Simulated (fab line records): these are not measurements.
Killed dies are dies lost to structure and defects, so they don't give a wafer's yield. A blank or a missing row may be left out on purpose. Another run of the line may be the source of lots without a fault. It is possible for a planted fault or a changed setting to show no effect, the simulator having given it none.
Which tool is to blame? ; flow sky130 ; Sampling: 6 lots, 18 wafers, 2 of 708 route steps

## WHAT THE GAUGES SHOWED, per wafer
SKY_LDD_N_OVL_MEAS_07.
lot;measured;on;LDD_N_OVL (nm)
L791;day 18 10:19;overlay-01;-1.8 -1.5 -3.8
L793;day 19 00:54;overlay-02;0.7 0.5 -0.4
L796;day 20 01:24;overlay-02;-0.4 -1.3 -0.2
L798;day 21 11:05;overlay-02;0.4 2.2 0.4
L801;day 21 22:38;overlay-02;-0.8 -1.6 -1.3
L811;day 25 10:03;overlay-02;-0.5 0.3 -0.3

## TOOL THAT RAN EACH LOT (tool first, then ch and the chambers of the sampled wafers, then the start)
lot;SKY_POLY_GATE_ETCH_16
L791;rie_diel-01 ch 2,3, day 17 01:59
L793;rie_diel-01 ch 0,2, day 17 16:00
L796;rie_diel-03 ch 0,1,3, day 18 13:20
L798;rie_diel-01 ch 0,2,3, day 20 02:47
L801;rie_diel-02 ch 2,3, day 20 14:43
L811;rie_diel-03 ch 0,2, day 24 02:30
- SKY_POLY_GATE_ETCH_16: etches Si3N4 in CH3F/O2, stops on poly-Si, time 147.5 s, target depth 75 nm.

## THE ANSWER, worked out from the rows above alone
Rule: usual is defined by the lots themselves. Put in order of their means at a reading, lots are off if they are a third of the lots or fewer, leave a main group of 4 or more, and stand apart from it by a gap of 3 or more times the standard deviation of the main group's means; of several such gaps the widest counts. If all means in a main group match to the digits the tables above print for the reading, that group is not used. A lot without any number at a reading at which 4 lots or more have one is off too. The other lots that the step has rows for count as sound.
No lot is off on any of the readings shown, so nothing can be concluded from this.

## WHAT WAS PUT IN BY THE SIMULATOR
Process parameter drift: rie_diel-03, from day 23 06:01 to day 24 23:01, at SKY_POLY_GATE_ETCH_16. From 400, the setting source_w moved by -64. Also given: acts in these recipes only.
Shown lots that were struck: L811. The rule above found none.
